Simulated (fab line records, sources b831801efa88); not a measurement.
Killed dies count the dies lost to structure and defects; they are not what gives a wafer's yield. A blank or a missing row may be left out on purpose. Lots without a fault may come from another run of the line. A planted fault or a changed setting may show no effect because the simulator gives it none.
Chamber matching :: flow gf180mcu :: cmp-01 running GF_V4_CMP_04: 4 sister chambers
The step polishes SiO2. 4 wafers are shown with their chamber, then 11 later ones without.

## WAFERS WITH THEIR CHAMBER
wafer: L088.3
chamber: 0
motor current A (A): 12.1

wafer: L088.5
chamber: 2
motor current A (A): 11.1

wafer: L088.6
chamber: 3
motor current A (A): 13.1

wafer: L091.2
chamber: 1
motor current A (A): 12.7

## WAFERS MISSING THEIR CHAMBER
wafer: L091.3
motor current A (A): 11.8

wafer: L091.5
motor current A (A): 11.8

wafer: L096.1
motor current A (A): 13.0

wafer: L096.4
motor current A (A): 13.0

wafer: L096.6
motor current A (A): 11.5

wafer: L092.1
motor current A (A): 12.1

wafer: L092.2
motor current A (A): 12.0

wafer: L092.4
motor current A (A): 12.9

wafer: L097.3
motor current A (A): 11.7

wafer: L097.5
motor current A (A): 11.3

wafer: L097.6
motor current A (A): 13.3

## THE CHAMBER EACH PASSED THROUGH
wafer: L091.3
from the rows above: can't be placed: 0 or 2
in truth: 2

wafer: L091.5
from the rows above: can't be placed: 0 or 2
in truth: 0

wafer: L096.1
from the rows above: can't be placed: 3 or 1
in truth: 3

wafer: L096.4
from the rows above: can't be placed: 3 or 1
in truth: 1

wafer: L096.6
from the rows above: can't be placed: 2 or 0
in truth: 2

wafer: L092.1
from the rows above: 0
in truth: 0

wafer: L092.2
from the rows above: 0
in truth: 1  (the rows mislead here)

wafer: L092.4
from the rows above: can't be placed: 3 or 1
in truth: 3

wafer: L097.3
from the rows above: can't be placed: 0 or 2
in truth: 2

wafer: L097.5
from the rows above: 2
in truth: 2

wafer: L097.6
from the rows above: can't be placed: 3 or 1
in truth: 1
2 of 11 placed correctly. From these rows, 8 cannot be placed; in 8 the true chamber is one of the candidates. 1 placed wrongly.
How it was worked out, from the rows above alone: a wafer's distance from a chamber is the root of the sum, over the readings, of the square of ((its reading less the chamber's mean) divided by the reading's scatter). If the next closest chamber is less than 2 further off than the closest, the wafer can't be placed; otherwise it belongs to the closest. For every chamber, the mean is computed from those of its wafers that are shown. The scatter: root of mean squared gap, hidden wafer to nearest shown wafer, with one shown wafer a chamber.
